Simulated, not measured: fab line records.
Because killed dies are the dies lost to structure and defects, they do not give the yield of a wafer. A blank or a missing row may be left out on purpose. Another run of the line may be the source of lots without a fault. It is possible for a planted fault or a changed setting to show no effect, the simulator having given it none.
Comparing a struck lot with a sound one	flow sky130	14 steps out of a route of 708
Sound: the wafers L794.2, L794.4, L794.6. The struck wafers were L786.1, L786.3, L786.4. At the end, the cause is stated.
For every step that has rows: the tool of each side, followed by ch and its chambers, followed by its first start. Under that, the readings that differ: sound wafers	struck wafers	difference of the means	sigmas: that difference in standard deviations of wafers without a fault.
alike: same words and numbers on both sides, and readings whose means sit less than 2 such deviations apart. not compared: any withheld reading, any reading some wafer has no value for, any bound like >300 that may hide the same value, and any number with overlapping values for which the record gives no deviation.
A row with sigmas, a row that says differs or no value, or rows on one side alone: a step with any of these is where the two part. Non-overlapping numbers with no deviation appear without sigmas and do not part them. A reading that every wafer of one side lacks parts them only if that side has two wafers or more.

first, 2 steps without rows for these wafers: SKY_METAL1_CLEAN_23 (cleans in O3/DIW); SKY_VIA1_HDPCVD_00 (deposits SiO2, target thk 1030 nm, time 171.7 s).
SKY_VIA1_THK_MEAS_01:
  sound: film metro-02 at day 38 15:25; struck: film metro-04 at day 36 09:34
  alike: VIA1_HDPCVD_THK
SKY_VIA1_CMP_02: polishes SiO2.
  sound on cmp-02 ch 0,1,3, day 38 15:34; struck on cmp-02 ch 0,2,3, day 36 09:37
  alike: motor current A, slurry filter dp kPa
SKY_VIA1_BOW_MEAS_03:
  sound: film metro-03 at day 38 15:47; struck: film metro-02 at day 36 09:55
  alike: VIA1_BOW
then, 7 steps without rows for these wafers: SKY_VIA1_DEHYDRATE_04 (time 60 s); SKY_VIA1_HMDS_05 (prime time 60 s); SKY_VIA1_COAT_06 (resist thk 60 nm); SKY_VIA1_COAT_07 (resist thk 450 nm); SKY_VIA1_SOFTBAKE_08 (time 90 s); SKY_VIA1_EXPOSE_09 (exposes mask VIM, target cd 150 nm); SKY_VIA1_PEB_10.
SKY_VIA1_DEVELOP_11: develop time 60 s.
  struck on litho track-03, day 37 11:00; sound on litho track-02 ch 0, day 39 16:00
  no value came back on the struck wafers for chill plate temp C (C), develop time s (s); on the sound wafers chill plate temp C (C) reads 22.96 23.02 23.02
reading	sound	struck	difference	sigmas
model.KrF-thick_of_VIA1_COAT_07.thk nm (nm)	437 437.6 437.8	450.8 451.1 450.5	+13.3	
SKY_VIA1_CD_MEAS_12 targets a cd of 150 nm.
  sound: cd sem-01 at day 39 16:35; struck: cd sem-02 at day 37 11:41
reading	sound	struck	difference	sigmas
cd nm (nm)	148.0 146.1 148.1	- - -	no value on the struck wafers	

## WHERE THEY PART
At SKY_VIA1_DEVELOP_11 first; at SKY_VIA1_CD_MEAS_12 last (within this record only).

WHY: what had been put in by the simulator
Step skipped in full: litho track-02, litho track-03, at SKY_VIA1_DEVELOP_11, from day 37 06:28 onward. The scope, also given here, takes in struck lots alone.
